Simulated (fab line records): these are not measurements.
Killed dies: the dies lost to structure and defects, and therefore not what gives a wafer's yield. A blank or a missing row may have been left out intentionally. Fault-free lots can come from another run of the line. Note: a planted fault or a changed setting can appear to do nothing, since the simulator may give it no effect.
fab line records	flow sfq-line
record lots=12	wafers=36	last-day=85
route steps=325 shown JJ@180 R5@216 I5@235
lots that met no fault: taken from a fault-free run of the same line
start-h: hours from the record's opening day to when the first of the lot's shown wafers began	wait-h: hours elapsed since this lot's preceding step	" identical to the entry in the row above	L1.1+2: a row that stands for several wafers	- no value, or no start was given	* or withheld: withheld	< > ~ a bound
route shown NAME@n: a module of which the file shows steps, and the number in the route of the first	usual: mean/standard deviation of fault-free wafers	same: alike in all rows	chamber/n: place in a boat	sites: each site's reading	_std_site: the values' standard deviation	_edge_site: mean of outer sites minus mean of inner sites	radius-mm: for every site, how far away it sits from the centre of the wafer	mask NAME#n: copy n	behind: the most recent tool/chamber to have shaped the wafer	hold: why the lot went on hold/how many hours it stayed there/how the hold came to an end	device: whichever transistor did not switch (one of n, p or np)	end of line: the same wafers' tests at the end of the route	a step with no rows: only its recipe	killed: at the first sort, the dies lost to defects and structure; wafer yield is something else	map: a wafer's dies, x killed, . not, _ none there
set.NAME: the run value of the setting; set.NAME@STEP: its run value at that earlier step	model.NAME: the simulator's own value behind a step, which no gauge read
a sample of lots followed through the steps of the route, with each step as a table and each wafer as a row
services: from which hour (start-h, from the record's first day; less than 0 if before it) a tool's chamber was out of use, for how many hours, and why
## steps
# step SFQ_TRILAYER_JJ_TRILAYER_DEP_SPUTTER_110
# recipe material=Al	base-pressure-pa=1.33e-06	target-thk-nm=8	power-w=500	time-s=10	chamber-pressure-pa=0.4
# usual throttle-valve-pct=29.8/0.72
lot.wafer	tool	chamber	start-h	wait-h	throttle-valve-pct
L838.2	pvd-sputter-03	-	1031.14	0.0	29.1
L838.4	"	-	"	"	29.3
L838.5	"	-	"	"	29.8
L839.3	pvd-sputter-05	-	1046.62	0.0	29.2
L839.4	"	-	"	"	30.0
L839.5	"	-	"	"	29.7
L840.2	pvd-sputter-03	-	1048.14	0.0	31.3
L840.4	"	-	"	"	29.9
L840.5	"	-	"	"	29.2
L841.2	pvd-sputter-06	-	1050.46	0.0	29.1
L841.5	"	-	"	"	29.4
L841.6	"	-	"	"	29.5
L842.3	pvd-sputter-03	-	1051.12	0.0	29.1
L842.5	"	-	"	"	29.1
L842.6	"	-	"	"	31.2
L843.2	pvd-sputter-06	-	1054.72	0.0	29.7
L843.4	"	-	"	"	29.9
L843.6	"	-	"	"	29.6
L844.2	pvd-sputter-06	-	1223.98	0.0	29.4
L844.3	"	-	"	"	29.7
L844.4	"	-	"	"	29.7
L845.1	pvd-sputter-05	-	1226.36	0.0	29.7
L845.2	"	-	"	"	31.4
L845.3	"	-	"	"	30.0
L846.1	pvd-sputter-03	-	1230.51	0.0	31.0
L846.3	"	-	"	"	29.1
L846.5	"	-	"	"	29.9
L854.2	pvd-sputter-03	-	1265.89	0.0	29.4
L854.3	"	-	"	"	29.2
L854.6	"	-	"	"	29.8
L857.1	pvd-sputter-06	-	1428.82	0.0	29.6
L857.2	"	-	"	"	29.1
L857.3	"	-	"	"	29.6
L858.2	pvd-sputter-03	-	1432.42	0.0	31.2
L858.3	"	-	"	"	29.1
L858.6	"	-	"	"	31.1
# step SFQ_R5_THK_MEAS_934
# recipe thk-meas-gauge=xrf	reads=MoNx_of_TRILAYER_R5_DEP_SPUTTER_133
# usual R5_MONX_THK=40.7/0.41
lot.wafer	tool	chamber	start-h	wait-h	R5_MONX_THK[nm]
L838.2	film-metro-04	-	1179.91	0.1	41.4
L838.4	"	-	"	"	40.6
L838.5	"	-	"	"	40.4
L839.3	film-metro-03	-	1186.85	0.1	41.1
L839.4	"	-	"	"	41.2
L839.5	"	-	"	"	41.1
L840.2	film-metro-03	-	1189.74	0.1	40.0
L840.4	"	-	"	"	41.0
L840.5	"	-	"	"	40.1
L841.2	film-metro-03	-	1191.53	0.1	40.6
L841.5	"	-	"	"	41.0
L841.6	"	-	"	"	40.9
L842.3	film-metro-03	-	1195.18	0.1	41.2
L842.5	"	-	"	"	41.4
L842.6	"	-	"	"	41.2
L843.2	film-metro-03	-	1205.25	0.1	40.6
L843.4	"	-	"	"	41.0
L843.6	"	-	"	"	40.6
L844.2	film-metro-03	-	1370.69	0.1	40.5
L844.3	"	-	"	"	40.1
L844.4	"	-	"	"	41.2
L845.1	film-metro-02	-	1371.87	0.1	40.7
L845.2	"	-	"	"	41.1
L845.3	"	-	"	"	41.2
L846.1	film-metro-04	-	1512.20	0.1	40.5
L846.3	"	-	"	"	40.3
L846.5	"	-	"	"	41.2
L854.2	film-metro-03	-	1534.50	0.1	43.6
L854.3	"	-	"	"	43.2
L854.6	"	-	"	"	43.3
L857.1	film-metro-03	-	1557.20	0.1	42.9
L857.2	"	-	"	"	43.5
L857.3	"	-	"	"	43.6
L858.2	film-metro-03	-	1560.21	0.1	43.9
L858.3	"	-	"	"	43.9
L858.6	"	-	"	"	43.2
# step SFQ_R5_OVL_MEAS_935
# usual R5_OVL=0/5.4
lot.wafer	tool	chamber	start-h	wait-h	R5_OVL[nm]
L838.2	overlay-02	-	1200.74	0.1	-8
L838.4	"	-	"	"	-9
L838.5	"	-	"	"	-4
L839.3	overlay-02	-	1201.94	0.1	-3
L839.4	"	-	"	"	-10
L839.5	"	-	"	"	-10
L840.2	overlay-02	-	1203.14	0.1	1
L840.4	"	-	"	"	-3
L840.5	"	-	"	"	-8
L841.2	overlay-01	-	1205.39	0.1	-8
L841.5	"	-	"	"	-4
L841.6	"	-	"	"	-4
L842.3	overlay-01	-	1206.60	0.1	-2
L842.5	"	-	"	"	-2
L842.6	"	-	"	"	-2
L843.2	overlay-01	-	1207.79	0.1	11
L843.4	"	-	"	"	5
L843.6	"	-	"	"	9
L844.2	overlay-02	-	1373.75	0.1	6
L844.3	"	-	"	"	-1
L844.4	"	-	"	"	-5
L845.1	overlay-02	-	1374.94	0.1	5
L845.2	"	-	"	"	0
L845.3	"	-	"	"	1
L846.1	overlay-02	-	1514.51	0.1	-5
L846.3	"	-	"	"	-2
L846.5	"	-	"	"	-11
L854.2	overlay-01	-	1536.80	0.1	6
L854.3	"	-	"	"	3
L854.6	"	-	"	"	7
L857.1	overlay-02	-	1674.50	0.1	2
L857.2	"	-	"	"	-4
L857.3	"	-	"	"	0
L858.2	overlay-01	-	1678.11	0.1	4
L858.3	"	-	"	"	1
L858.6	"	-	"	"	1
# step SFQ_I5_OVL_MEAS_936
# usual I5_OVL=1/5.6
lot.wafer	tool	chamber	start-h	wait-h	I5_OVL[nm]
L838.2	overlay-02	-	1332.30	0.1	-4
L838.4	"	-	"	"	-4
L838.5	"	-	"	"	-18
L839.3	overlay-02	-	1334.71	0.1	3
L839.4	"	-	"	"	7
L839.5	"	-	"	"	9
L840.2	overlay-01	-	1338.30	0.1	4
L840.4	"	-	"	"	6
L840.5	"	-	"	"	10
L841.2	overlay-01	-	1340.70	0.1	-7
L841.5	"	-	"	"	-1
L841.6	"	-	"	"	-3
L842.3	overlay-02	-	1341.91	0.1	6
L842.5	"	-	"	"	-5
L842.6	"	-	"	"	-7
L843.2	overlay-01	-	1343.10	0.1	1
L843.4	"	-	"	"	0
L843.6	"	-	"	"	0
L844.2	overlay-02	-	1376.95	0.1	-5
L844.3	"	-	"	"	2
L844.4	"	-	"	"	-2
L845.1	overlay-01	-	1378.16	0.1	8
L845.2	"	-	"	"	6
L845.3	"	-	"	"	12
L846.1	overlay-02	-	1518.71	0.1	-2
L846.3	"	-	"	"	7
L846.5	"	-	"	"	1
L854.2	overlay-02	-	1650.51	0.1	3
L854.3	"	-	"	"	-9
L854.6	"	-	"	"	-4
L857.1	overlay-02	-	1746.04	0.1	-1
L857.2	"	-	"	"	4
L857.3	"	-	"	"	-4
L858.2	overlay-02	-	1748.45	0.1	1
L858.3	"	-	"	"	1
L858.6	"	-	"	"	-3
## services
tool	chamber	start-h	hours	kind
pvd-sputter-06	-	1010.02	2.4	repair
pvd-sputter-03	-	1045.79	1.0	repair
pvd-sputter-05	-	1108.37	1.1	repair
pvd-sputter-06	-	1156.19	2.9	repair
pvd-sputter-05	-	1350.22	0.5	repair
## key
first-sign step=SFQ_R5_THK_MEAS_934	reading=R5_MONX_THK	direction=up	sigmas=6.6	usual=40.7	struck=43.4
effect none on later readings
met-at SFQ_R5_THK_MEAS_934
struck-lots L854,L857,L858
not-acting-at SFQ_TRILAYER_JJ_TRILAYER_DEP_SPUTTER_110,SFQ_R5_OVL_MEAS_935,SFQ_I5_OVL_MEAS_936
onset-between 1370.69 1534.50
also-fits time
fault kind=metrology-matching-offset	tool=film-metro-03	chamber=-	onset-h=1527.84	steps=SFQ_R5_THK_MEAS_934	param=thk-nm	offset=2.9622
